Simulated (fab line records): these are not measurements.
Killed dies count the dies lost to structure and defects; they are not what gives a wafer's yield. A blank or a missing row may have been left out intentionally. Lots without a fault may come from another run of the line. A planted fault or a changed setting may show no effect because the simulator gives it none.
The same fault as seen by 2 desks :: flow gf180mcu :: each desk holds nothing but its own numbers, with what lay behind them at the end

== DESK OF THE TOOL OWNER: plasmaAsher-02 ==
The tool's own readings at GF_HV_LDD_STRIP_37 (strips in O2/N2): means of the sampled wafers that have a number, for each lot that ran on this tool. A lot is out of limits, marked OUT, if its mean lies more than 4 standard deviations from the usual mean; the brackets give that distance.
Columns: A = drypumpMotorCurrentA at GF_HV_LDD_STRIP_37, usual 5.8 A; B = heaterPowerW at GF_HV_LDD_STRIP_37, usual 313 W; C = n2FlowSccm at GF_HV_LDD_STRIP_37, usual 299.9 sccm; D = o2FlowSccm at GF_HV_LDD_STRIP_37, usual 3001 sccm; E = oesProductAu at GF_HV_LDD_STRIP_37, usual 0.716 a.u.; F = stripTimeToEndpointS at GF_HV_LDD_STRIP_37, usual 12.62 s
lot: L374
first seen here: day 11 15:55
A: 5.9
B: 308
C: 299.7
D: 3006
E: 0.721
F: 12.60

lot: L382
first seen here: day 14 07:07
A: 5.8
B: 309
C: 299.7
D: 3003
E: 0.664 (-11) OUT
F: 12.61

lot: L384
first seen here: day 14 19:40
A: 5.9
B: 313
C: 299.7
D: 2997
E: 0.661 (-12) OUT
F: 12.66

lot: L395
first seen here: day 18 14:57
A: 6.2
B: 323
C: 301.2
D: 3011
E: 0.714
F: 12.61

lot: L396
first seen here: day 18 20:41
A: 5.8
B: 315
C: 299.7
D: 3005
E: 0.715
F: 12.61
This desk's verdict: out of limits on L382, L384, starting with L382 at day 14 07:07 (oesProductAu at GF_HV_LDD_STRIP_37). L374, L395, L396: within limits.

== FROM THE METROLOGY DESK ==
Means of the sampled wafers that have a number, per lot and without regard to the tool the lot ran on: this is what the gauges read. A lot is out of limits, marked OUT, if its mean lies more than 4 standard deviations from the usual mean; the brackets give that distance.
Columns: A = cdNm at GF_SAB_CD_MEAS_09, usual 420.1 nm
lot: L374
first seen here: day 15 05:36
A: 420.9

lot: L377
first seen here: day 16 04:00
A: 417.9

lot: L382
first seen here: day 18 04:21
A: 420.1

lot: L384
first seen here: day 18 18:25
A: 418.4

lot: L385
first seen here: day 19 10:42
A: 420.4

lot: L387
first seen here: day 19 22:03
A: 417.3

lot: L389
first seen here: day 20 15:04
A: 421.0

lot: L391
first seen here: day 21 14:19
A: 417.3

lot: L392
first seen here: day 21 14:55
A: 421.7

lot: L394
first seen here: day 22 02:34
A: 421.4

lot: L395
first seen here: day 22 18:52
A: 421.9

lot: L396
first seen here: day 23 00:02
A: 418.7

lot: L397
first seen here: day 23 07:06
A: 422.8
Result from this desk: across the 13 lots, nothing is out of limits.

== ALL TOGETHER ==
On L382, L384, at day 14 07:07, an alarm was possible from the tool owner's desk.
From the metrology desk's view, nothing was out of limits.
The metrology desk holds a record of L382, L384, inside its limits.
All the named lots went through GF_HV_LDD_STRIP_37 on plasmaAsher-02.

== WHAT THE SIMULATOR HAD PUT IN ==
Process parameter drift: plasmaAsher-02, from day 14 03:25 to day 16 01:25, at GF_HV_LDD_STRIP_37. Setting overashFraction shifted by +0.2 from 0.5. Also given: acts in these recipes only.
Struck lots among those shown: L382, L384.
How many hours passed from the start of the fault until each desk's first out-of-limits reading: the tool owner's desk, 4.
